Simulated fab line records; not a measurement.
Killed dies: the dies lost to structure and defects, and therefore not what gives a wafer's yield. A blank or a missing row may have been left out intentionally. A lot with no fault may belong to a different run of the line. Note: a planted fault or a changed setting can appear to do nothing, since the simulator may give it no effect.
fab line records    flow gf180mcu
record lots=24  wafers=72  last_day=34
route steps=602 shown V3@433 M4@459 V4@492 MIM@508 V5@542
lots that met no fault: taken from a fault-free run of the same line
start_h: the number of hours between the record's first day and the start of the first shown wafer of the lot    wait_h: time in hours since the lot's previous step    " same as the row above    L1.1+2: a row that stands for several wafers    - no value, or no start given    * or withheld: withheld    < > ~ a bound
route shown NAME@n: NAME is a module with steps in the file, n the number in the route of the first one    usual: mean/standard deviation taken from wafers without a fault    same: alike in all rows    chamber/n: place in a boat    sites: readings site by site    _std_site: the standard deviation of these    _edge_site: the outer-site mean with the inner-site mean subtracted    radius_mm: how far each site lies from the wafer's centre    mask NAME#n: copy n    behind: the most recent tool/chamber to have shaped the wafer    hold: the reason the lot was held/the length of the hold in hours/how it ended    device: which transistor (n, p or np) failed to switch    end of line: tests of these same wafers at the route's end    for a step that has no rows: nothing shown but its recipe    killed: dies lost to structure and defects at the first sort, not the wafer's yield    map: a wafer's dies, x killed, . not, _ none there
set.NAME: the setting as run; set.NAME@STEP: as run at that earlier step    model.NAME: the simulator's own value behind a step, which no gauge read
a sample of lots followed through the steps of the route, with each step as a table and each wafer as a row
services: a tool's chamber out of use, with start hour (start_h, from the record's first day; less than 0 if before it), hours out, and reason
## steps
# step GF_V3_CMP_04
# recipe material=SiO2  down_force_psi=4  platen_rpm=60  pad_velocity_m_s=0.94248
# usual motor_current_A=12.5/1.3  slurry_filter_dp_kPa=13.52/0.13  time_to_endpoint_s=83/7.1
lot.wafer  tool    chamber  start_h  wait_h  motor_current_A  slurry_filter_dp_kPa  time_to_endpoint_s
L074.4     cmp-02  3        489.22   0.0     13.1             13.52                 88
L074.2     "       2        "        "       11.8             13.42                 73
L074.6     "       3        "        "       13.4             13.54                 77
L075.2     cmp-02  2        497.47   0.1     11.8             13.11                 75
L075.3     "       3        "        "       13.2             13.52                 83
L075.6     "       2        "        "       12.2             13.53                 79
L076.4     cmp-01  3        509.69   0.1     13.7             13.48                 86
L076.1     "       1        "        "       12.0             13.50                 76
L076.5     "       2        "        "       11.2             13.57                 87
L077.3     cmp-02  1        519.96   0.0     10.9             13.54                 89
L077.5     "       1        "        "       11.3             13.48                 86
L077.6     "       2        "        "       12.9             13.43                 89
L078.4     cmp-01  1        527.94   0.0     12.1             13.37                 84
L078.3     "       2        "        "       10.0             13.60                 82
L078.6     "       2        "        "       10.8             13.49                 87
L079.3     cmp-01  2        537.75   0.1     10.5             13.50                 86
L079.1     "       3        "        "       13.8             13.73                 90
L079.6     "       1        "        "       12.6             13.63                 87
L080.3     cmp-01  2        539.64   0.1     10.9             13.35                 81
L080.4     "       3        "        "       12.9             13.54                 89
L080.6     "       2        "        "       10.4             13.62                 77
L081.3     cmp-02  0        557.16   0.0     13.4             13.67                 88
L081.2     "       2        "        "       12.2             13.46                 84
L081.1     "       3        "        "       14.5             13.57                 86
L082.1     cmp-01  2        557.73   0.1     10.2             13.46                 76
L082.4     "       0        "        "       13.9             13.39                 72
L082.6     "       2        "        "       10.3             13.43                 89
L083.3     cmp-01  0        571.30   0.0     13.4             13.34                 75
L083.4     "       1        "        "       12.8             13.35                 74
L083.5     "       1        "        "       12.3             13.50                 91
L084.2     cmp-02  2        577.10   0.0     11.7             13.76                 78
L084.1     "       1        "        "       11.3             13.50                 78
L084.5     "       2        "        "       12.4             13.50                 87
L085.2     cmp-01  3        590.41   0.0     13.7             13.44                 89
L085.4     "       0        "        "       13.8             13.32                 78
L085.6     "       0        "        "       13.1             13.52                 70
L086.1     cmp-02  1        593.35   0.1     11.0             13.51                 80
L086.2     "       2        "        "       12.4             13.40                 68
L086.4     "       0        "        "       14.6             13.62                 81
L087.4     cmp-01  0        598.99   0.0     13.5             13.52                 82
L087.3     "       2        "        "       10.0             13.60                 89
L087.6     "       1        "        "       12.0             13.53                 87
L088.4     cmp-02  0        608.89   0.0     13.5             13.31                 79
L088.1     "       2        "        "       12.4             13.63                 76
L088.3     "       3        "        "       13.7             13.66                 78
L089.3     cmp-01  3        613.29   0.0     13.5             13.47                 92
L089.2     "       2        "        "       10.2             13.67                 92
L089.5     "       0        "        "       13.1             13.38                 79
L090.3     cmp-01  3        617.97   0.0     13.8             13.35                 78
L090.4     "       1        "        "       13.0             13.64                 81
L090.6     "       0        "        "       13.2             13.45                 72
L091.4     cmp-02  1        628.91   0.1     10.4             13.29                 76
L091.2     "       3        "        "       12.9             13.42                 75
L091.6     "       1        "        "       11.2             13.52                 77
L092.4     cmp-02  1        634.82   0.0     11.2             13.32                 80
L092.2     "       2        "        "       12.9             13.50                 72
L092.1     "       3        "        "       13.4             13.61                 80
L093.3     cmp-02  3        642.78   0.1     14.0             13.51                 86
L093.4     "       0        "        "       13.2             13.48                 92
L093.1     "       1        "        "       10.5             13.79                 80
L094.1     cmp-02  2        651.86   0.1     11.5             13.47                 69
L094.3     "       0        "        "       14.4             13.43                 77
L094.6     "       3        "        "       14.0             13.51                 93
L095.3     cmp-01  0        657.83   0.0     13.1             13.70                 78
L095.2     "       1        "        "       12.7             13.61                 81
L095.1     "       3        "        "       13.5             13.50                 88
L096.3     cmp-02  2        660.24   0.0     12.2             13.63                 70
L096.6     "       2        "        "       12.7             13.75                 90
L096.5     "       3        "        "       14.3             13.18                 90
L097.2     cmp-01  1        673.99   0.0     12.2             13.70                 92
L097.1     "       3        "        "       13.9             13.68                 93
L097.4     "       0        "        "       13.2             13.64                 88
# step GF_M4_SPUTTER_03
# recipe material=Ti  target_thk_nm=10  substrate_temp_c=300  chamber_pressure_pa=0.3  power_w=3000  time_s=6.7
# usual throttle_valve_pct=29.9/1
lot.wafer  tool            chamber  start_h  wait_h  throttle_valve_pct
L074.2     pvd_sputter-03  -        514.80   0.0     30.1
L074.4     "               -        "        "       27.7
L074.6     "               -        "        "       29.2
L075.2     pvd_sputter-01  -        522.95   0.0     29.7
L075.3     "               -        "        "       29.7
L075.6     "               -        "        "       29.8
L076.1     pvd_sputter-02  -        535.27   0.0     30.5
L076.4     "               -        "        "       28.8
L076.5     "               -        "        "       30.3
L077.3     pvd_sputter-03  -        545.11   0.0     30.3
L077.5     "               -        "        "       29.3
L077.6     "               -        "        "       31.0
L078.3     pvd_sputter-03  -        551.76   0.0     29.6
L078.4     "               -        "        "       31.1
L078.6     "               -        "        "       27.6
L079.1     pvd_sputter-01  -        561.84   0.0     29.8
L079.3     "               -        "        "       29.9
L079.6     "               -        "        "       31.3
L080.3     pvd_sputter-02  -        563.74   0.0     30.1
L080.4     "               -        "        "       28.9
L080.6     "               -        "        "       30.4
L081.1     pvd_sputter-02  -        579.89   0.0     29.1
L081.2     "               -        "        "       30.2
L081.3     "               -        "        "       29.8
L082.1     pvd_sputter-02  -        581.40   0.0     30.5
L082.4     "               -        "        "       29.9
L082.6     "               -        "        "       30.0
L083.3     pvd_sputter-01  -        594.21   0.0     30.3
L083.4     "               -        "        "       29.7
L083.5     "               -        "        "       29.9
L084.1     pvd_sputter-02  -        600.44   0.0     30.6
L084.2     "               -        "        "       30.1
L084.5     "               -        "        "       30.2
L085.2     pvd_sputter-01  -        613.54   0.0     31.7
L085.4     "               -        "        "       30.0
L085.6     "               -        "        "       31.3
L086.1     pvd_sputter-03  -        616.88   0.0     31.0
L086.2     "               -        "        "       30.5
L086.4     "               -        "        "       27.5
L087.3     pvd_sputter-03  -        621.54   0.0     30.3
L087.4     "               -        "        "       27.5
L087.6     "               -        "        "       27.8
L088.1     pvd_sputter-02  -        631.50   0.0     30.2
L088.3     "               -        "        "       29.1
L088.4     "               -        "        "       30.4
L089.2     pvd_sputter-01  -        636.59   0.0     31.6
L089.3     "               -        "        "       29.7
L089.5     "               -        "        "       29.9
L090.3     pvd_sputter-03  -        640.83   0.0     27.6
L090.4     "               -        "        "       29.3
L090.6     "               -        "        "       27.6
L091.2     pvd_sputter-03  -        650.90   0.0     30.6
L091.4     "               -        "        "       30.3
L091.6     "               -        "        "       27.7
L092.1     pvd_sputter-03  -        657.10   0.0     27.3
L092.2     "               -        "        "       29.5
L092.4     "               -        "        "       31.3
L093.1     pvd_sputter-01  -        664.36   0.0     30.4
L093.3     "               -        "        "       30.0
L093.4     "               -        "        "       31.5
L094.1     pvd_sputter-02  -        673.50   0.0     29.2
L094.3     "               -        "        "       30.2
L094.6     "               -        "        "       30.4
L095.1     pvd_sputter-02  -        678.95   0.0     29.0
L095.2     "               -        "        "       30.2
L095.3     "               -        "        "       30.2
L096.3     pvd_sputter-02  -        681.25   0.0     30.3
L096.5     "               -        "        "       30.3
L096.6     "               -        "        "       29.8
L097.1     pvd_sputter-03  -        695.30   0.0     29.3
L097.2     "               -        "        "       30.2
L097.4     "               -        "        "       27.6
# step GF_M4_OVL_MEAS_15
# usual M4_OVL=1/6.4
lot.wafer  tool        chamber  start_h  wait_h  M4_OVL[nm]
L074.2     overlay-02  -        537.91   0.1     -2
L074.4     "           -        "        "       -4
L074.6     "           -        "        "       -1
L075.2     overlay-02  -        545.80   0.1     5
L075.3     "           -        "        "       1
L075.6     "           -        "        "       8
L076.1     overlay-02  -        557.95   0.1     4
L076.4     "           -        "        "       0
L076.5     "           -        "        "       0
L077.3     overlay-02  -        567.26   0.1     8
L077.5     "           -        "        "       6
L077.6     "           -        "        "       0
L078.3     overlay-01  -        574.16   0.1     5
L078.4     "           -        "        "       15
L078.6     "           -        "        "       5
L079.1     overlay-01  -        584.15   0.1     16
L079.3     "           -        "        "       6
L079.6     "           -        "        "       11
L080.3     overlay-01  -        585.81   0.1     1
L080.4     "           -        "        "       -3
L080.6     "           -        "        "       -6
L081.1     overlay-01  -        601.24   0.1     0
L081.2     "           -        "        "       -4
L081.3     "           -        "        "       -3
L082.1     overlay-01  -        602.10   0.1     -9
L082.4     "           -        "        "       -8
L082.6     "           -        "        "       -5
L083.3     overlay-01  -        615.66   0.1     4
L083.4     "           -        "        "       -3
L083.5     "           -        "        "       1
L084.1     overlay-01  -        621.20   0.1     1
L084.2     "           -        "        "       3
L084.5     "           -        "        "       2
L085.2     overlay-02  -        634.66   0.1     -1
L085.4     "           -        "        "       -2
L085.6     "           -        "        "       -2
L086.1     overlay-01  -        637.60   0.1     8
L086.2     "           -        "        "       -1
L086.4     "           -        "        "       6
L087.3     overlay-01  -        641.21   0.1     -6
L087.4     "           -        "        "       -14
L087.6     "           -        "        "       -11
L088.1     overlay-01  -        651.35   0.1     5
L088.3     "           -        "        "       12
L088.4     "           -        "        "       10
L089.2     overlay-02  -        656.80   0.1     3
L089.3     "           -        "        "       -1
L089.5     "           -        "        "       1
L090.3     overlay-01  -        660.61   0.1     10
L090.4     "           -        "        "       2
L090.6     "           -        "        "       12
L091.2     overlay-01  -        669.61   0.1     9
L091.4     "           -        "        "       4
L091.6     "           -        "        "       5
L092.1     overlay-01  -        676.40   0.1     9
L092.2     "           -        "        "       15
L092.4     "           -        "        "       10
L093.1     overlay-02  -        683.84   0.1     -2
L093.3     "           -        "        "       -4
L093.4     "           -        "        "       -7
L094.1     overlay-02  -        692.49   0.1     2
L094.3     "           -        "        "       7
L094.6     "           -        "        "       2
L095.1     overlay-01  -        697.10   0.1     -9
L095.2     "           -        "        "       -10
L095.3     "           -        "        "       -5
L096.3     overlay-02  -        700.25   0.1     -4
L096.5     "           -        "        "       3
L096.6     "           -        "        "       2
L097.1     overlay-02  -        713.10   0.1     9
L097.2     "           -        "        "       1
L097.4     "           -        "        "       -5
# step GF_V4_ETCH_16
# recipe chemistry=N2/H2  target_depth_a=withheld  overetch_a=withheld  time_s=withheld  target=BARC  ion_energy_ev=200  source_w=500  bias_w=100  pressure_mtorr=30  n2_flow_sccm=100  h2_flow_sccm=200
# usual drypump_motor_current_A=5.6/0.37  oes_product_au=0.854/0.0054  throttle_valve_pct=13.225/0.01
lot.wafer  tool         chamber  start_h  wait_h  drypump_motor_current_A  oes_product_au  throttle_valve_pct
L074.2     rie_diel-04  3        561.24   0.0     5.4                      0.855           13.207
L074.4     "            2        "        "       5.2                      0.851           13.227
L074.6     "            2        "        "       5.2                      0.867           13.218
L075.2     rie_diel-02  0        569.77   0.0     5.9                      0.853           13.223
L075.3     "            2        "        "       4.9                      0.863           13.216
L075.6     "            1        "        "       5.5                      0.852           13.223
L076.1     rie_diel-04  2        581.18   0.0     5.2                      0.859           13.229
L076.4     "            3        "        "       5.4                      0.859           13.244
L076.5     "            3        "        "       5.4                      0.850           13.224
L077.3     rie_diel-04  3        590.32   0.0     5.4                      0.853           13.205
L077.5     "            1        "        "       6.2                      0.859           13.230
L077.6     "            2        "        "       5.2                      0.846           13.229
L078.3     rie_diel-03  2        597.00   0.0     6.1                      0.855           13.230
L078.4     "            0        "        "       5.5                      0.866           13.203
L078.6     "            2        "        "       6.1                      0.853           13.224
L079.1     rie_diel-04  0        607.03   0.0     5.3                      0.862           13.231
L079.3     "            2        "        "       5.2                      0.858           13.215
L079.6     "            2        "        "       5.3                      0.861           13.227
L080.3     rie_diel-02  3        608.02   0.0     5.9                      0.867           13.241
L080.4     "            1        "        "       5.6                      0.861           13.223
L080.6     "            1        "        "       5.6                      0.848           13.219
L081.1     rie_diel-03  2        623.13   0.0     6.1                      0.848           13.225
L081.2     "            1        "        "       5.7                      0.851           13.232
L081.3     "            0        "        "       5.5                      0.841           13.235
L082.1     rie_diel-02  0        624.68   0.0     5.9                      0.854           13.235
L082.4     "            1        "        "       5.6                      0.856           13.225
L082.6     "            0        "        "       5.9                      0.850           13.230
L083.3     rie_diel-03  2        637.27   0.0     6.1                      0.847           13.220
L083.4     "            0        "        "       5.4                      0.853           13.205
L083.5     "            2        "        "       6.1                      0.861           13.224
L084.1     rie_diel-03  3        642.33   0.0     5.5                      0.853           13.226
L084.2     "            2        "        "       6.1                      0.855           13.229
L084.5     "            3        "        "       5.5                      0.855           13.221
L085.2     rie_diel-02  1        655.83   0.0     5.6                      0.853           13.231
L085.4     "            2        "        "       4.8                      0.853           13.196
L085.6     "            3        "        "       5.9                      0.855           13.227
L086.1     rie_diel-04  2        658.98   0.0     5.2                      0.853           13.217
L086.2     "            3        "        "       5.4                      0.843           13.215
L086.4     "            1        "        "       6.2                      0.849           13.210
L087.3     rie_diel-04  1        662.53   0.0     6.2                      0.866           13.238
L087.4     "            2        "        "       5.2                      0.853           13.208
L087.6     "            0        "        "       5.4                      0.854           13.228
L088.1     rie_diel-04  2        672.28   0.0     5.2                      0.853           13.225
L088.3     "            3        "        "       5.4                      0.846           13.224
L088.4     "            0        "        "       5.4                      0.854           13.244
L089.2     rie_diel-02  3        677.52   0.0     5.9                      0.853           13.223
L089.3     "            1        "        "       5.6                      0.858           13.223
L089.5     "            3        "        "       5.9                      0.861           13.220
L090.3     rie_diel-03  3        681.13   0.0     5.6                      0.848           13.239
L090.4     "            3        "        "       5.5                      0.861           13.236
L090.6     "            2        "        "       6.1                      0.855           13.234
L091.2     rie_diel-02  3        689.93   0.0     5.9                      0.850           13.213
L091.4     "            1        "        "       5.6                      0.854           13.231
L091.6     "            2        "        "       4.8                      0.852           13.225
L092.1     rie_diel-04  0        696.92   0.0     5.4                      0.866           13.232
L092.2     "            3        "        "       5.4                      0.857           13.226
L092.4     "            2        "        "       5.2                      0.856           13.231
L093.1     rie_diel-04  1        703.97   0.0     6.2                      0.850           13.240
L093.3     "            3        "        "       5.4                      0.857           13.236
L093.4     "            2        "        "       5.3                      0.849           13.223
L094.1     rie_diel-03  0        712.67   0.0     5.4                      0.852           13.220
L094.3     "            1        "        "       5.7                      0.858           13.222
L094.6     "            1        "        "       5.7                      0.857           13.218
L095.1     rie_diel-02  0        716.83   0.0     5.9                      0.858           13.230
L095.2     "            2        "        "       4.9                      0.851           13.226
L095.3     "            1        "        "       5.6                      0.860           13.225
L096.3     rie_diel-02  2        720.22   0.0     4.9                      0.851           13.225
L096.5     "            0        "        "       5.8                      0.857           13.221
L096.6     "            1        "        "       5.5                      0.854           13.220
L097.1     rie_diel-03  0        732.32   0.0     5.5                      0.858           13.235
L097.2     "            3        "        "       5.6                      0.847           13.224
L097.4     "            1        "        "       5.7                      0.853           13.224
# step GF_MIM_CVD_05
# recipe material=Si3N4  target_thk_nm=42  temp_max_c=400  temp_c=385  time_s=29.086  rf_w=450
# usual heater_power_w=630/100
lot.wafer  tool      chamber  start_h  wait_h  heater_power_w
L074.2     pecvd-03  1        562.85   0.0     607
L074.4     "         2        "        "       642
L074.6     "         1        "        "       600
L075.2     pecvd-04  1        571.41   0.0     621
L075.3     "         0        "        "       588
L075.6     "         1        "        "       623
L076.1     pecvd-04  0        582.79   0.0     484
L076.4     "         2        "        "       631
L076.5     "         0        "        "       480
L077.3     pecvd-04  2        591.96   0.0     576
L077.5     "         0        "        "       546
L077.6     "         1        "        "       631
L078.3     pecvd-01  2        598.66   0.0     903
L078.4     "         1        "        "       799
L078.6     "         2        "        "       903
L079.1     pecvd-04  1        608.68   0.0     652
L079.3     "         2        "        "       641
L079.6     "         0        "        "       547
L080.3     pecvd-01  1        609.64   0.0     698
L080.4     "         0        "        "       479
L080.6     "         2        "        "       921
L081.1     pecvd-04  2        624.70   0.0     598
L081.2     "         0        "        "       559
L081.3     "         1        "        "       595
L082.1     pecvd-01  1        626.28   0.0     714
L082.4     "         2        "        "       877
L082.6     "         0        "        "       492
L083.3     pecvd-01  1        638.89   0.0     778
L083.4     "         2        "        "       766
L083.5     "         1        "        "       791
L084.1     pecvd-04  0        643.96   0.0     542
L084.2     "         2        "        "       583
L084.5     "         2        "        "       559
L085.2     pecvd-04  1        657.40   0.0     681
L085.4     "         1        "        "       675
L085.6     "         2        "        "       558
L086.1     pecvd-03  2        660.56   0.0     635
L086.2     "         1        "        "       574
L086.4     "         1        "        "       589
L087.3     pecvd-04  1        664.10   0.0     665
L087.4     "         0        "        "       540
L087.6     "         1        "        "       651
L088.1     pecvd-03  0        673.86   0.0     583
L088.3     "         1        "        "       551
L088.4     "         1        "        "       562
L089.2     pecvd-01  1        679.44   0.0     788
L089.3     "         2        "        "       807
L089.5     "         2        "        "       800
L090.3     pecvd-03  1        682.70   0.0     546
L090.4     "         1        "        "       533
L090.6     "         2        "        "       638
L091.2     pecvd-03  0        691.53   0.0     655
L091.4     "         1        "        "       518
L091.6     "         2        "        "       663
L092.1     pecvd-03  0        698.50   0.0     655
L092.2     "         1        "        "       572
L092.4     "         1        "        "       567
L093.1     pecvd-01  0        706.22   0.0     518
L093.3     "         1        "        "       777
L093.4     "         1        "        "       800
L094.1     pecvd-04  0        714.40   0.0     549
L094.3     "         1        "        "       594
L094.6     "         0        "        "       560
L095.1     pecvd-01  2        718.41   0.0     831
L095.2     "         0        "        "       548
L095.3     "         1        "        "       746
L096.3     pecvd-03  2        721.81   0.0     558
L096.5     "         2        "        "       560
L096.6     "         0        "        "       656
L097.1     pecvd-03  0        733.90   0.0     672
L097.2     "         1        "        "       556
L097.4     "         2        "        "       606
# step GF_V5_CVD_02
# recipe material=SiO2  target_thk_nm=1450  precursor=TEOS  temp_c=400  time_s=163.28  rf_w=600
# usual heater_power_w=588/74
lot.wafer  tool      chamber  start_h  wait_h  heater_power_w
L074.2     pecvd-03  1        607.15   0.0     578
L074.4     "         1        "        "       464
L074.6     "         2        "        "       686
L075.2     pecvd-03  0        614.71   0.0     644
L075.3     "         1        "        "       566
L075.6     "         2        "        "       651
L076.1     pecvd-04  1        626.71   0.1     600
L076.4     "         1        "        "       679
L076.5     "         2        "        "       520
L077.3     pecvd-03  0        634.71   0.1     696
L077.5     "         2        "        "       634
L077.6     "         0        "        "       576
L078.3     pecvd-02  1        641.07   0.0     538
L078.4     "         2        "        "       450
L078.6     "         1        "        "       607
L079.1     pecvd-03  2        651.27   0.1     604
L079.3     "         0        "        "       656
L079.6     "         1        "        "       546
L080.3     pecvd-04  2        651.81   0.0     623
L080.4     "         1        "        "       664
L080.6     "         0        "        "       463
L081.1     pecvd-04  1        666.49   0.1     594
L081.2     "         0        "        "       493
L081.3     "         2        "        "       652
L082.1     pecvd-02  2        666.86   0.1     552
L082.4     "         0        "        "       688
L082.6     "         1        "        "       640
L083.3     pecvd-03  0        680.06   0.0     613
L083.4     "         1        "        "       537
L083.5     "         0        "        "       690
L084.1     pecvd-03  1        685.00   0.1     534
L084.2     "         2        "        "       674
L084.5     "         2        "        "       540
L085.2     pecvd-04  0        695.96   0.0     585
L085.4     "         1        "        "       541
L085.6     "         0        "        "       539
L086.1     pecvd-03  1        699.86   0.1     593
L086.2     "         2        "        "       535
L086.4     "         1        "        "       456
L087.3     pecvd-02  0        703.36   0.0     634
L087.4     "         1        "        "       486
L087.6     "         2        "        "       455
L088.1     pecvd-02  1        712.61   0.1     630
L088.3     "         2        "        "       573
L088.4     "         0        "        "       563
L089.2     pecvd-04  0        717.09   0.0     587
L089.3     "         0        "        "       465
L089.5     "         2        "        "       661
L090.3     pecvd-03  0        720.91   0.0     721
L090.4     "         2        "        "       545
L090.6     "         1        "        "       561
L091.2     pecvd-02  2        728.91   0.0     496
L091.4     "         2        "        "       563
L091.6     "         0        "        "       546
L092.1     pecvd-04  0        735.86   0.1     607
L092.2     "         2        "        "       644
L092.4     "         2        "        "       531
L093.1     pecvd-03  1        742.65   0.1     503
L093.3     "         1        "        "       570
L093.4     "         2        "        "       542
L094.1     pecvd-04  2        750.39   0.1     559
L094.3     "         1        "        "       700
L094.6     "         0        "        "       574
L095.1     pecvd-03  2        753.86   0.1     584
L095.2     "         0        "        "       607
L095.3     "         1        "        "       583
L096.3     pecvd-03  2        757.51   0.0     630
L096.5     "         0        "        "       703
L096.6     "         1        "        "       452
L097.1     pecvd-04  2        768.44   0.1     549
L097.2     "         1        "        "       680
L097.4     "         2        "        "       633
## services
tool            chamber  start_h  hours  kind
pecvd-03        -        467.81   0.8    repair
pvd_sputter-03  -        482.17   15.0   repair
pecvd-04        -        546.15   1.3    repair
cmp-02          -        547.63   4.4    pm
pecvd-04        1        548.51   8.3    repair
cmp-02          -        552.87   0.3    repair
cmp-01          -        572.00   4.0    pm
pecvd-03        -        583.17   1.6    repair
pecvd-03        -        591.12   14.0   pm
cmp-02          -        610.37   0.2    repair
pecvd-03        1        627.32   8.3    repair
pecvd-03        -        643.43   2.8    pm
pecvd-04        -        653.07   2.2    repair
pecvd-03        -        663.82   0.8    repair
cmp-01          -        677.16   2.2    repair
pecvd-04        1        687.94   6.2    repair
cmp-01          -        691.63   4.7    pm
cmp-01          -        697.78   7.3    pm
cmp-02          -        703.38   1.9    repair
pecvd-04        1        716.69   6.4    repair
pecvd-03        0        740.21   8.7    repair
cmp-02          -        744.00   4.0    pm
cmp-01          -        757.83   1.7    repair
cmp-02          -        763.40   2.0    repair
## key
fault none
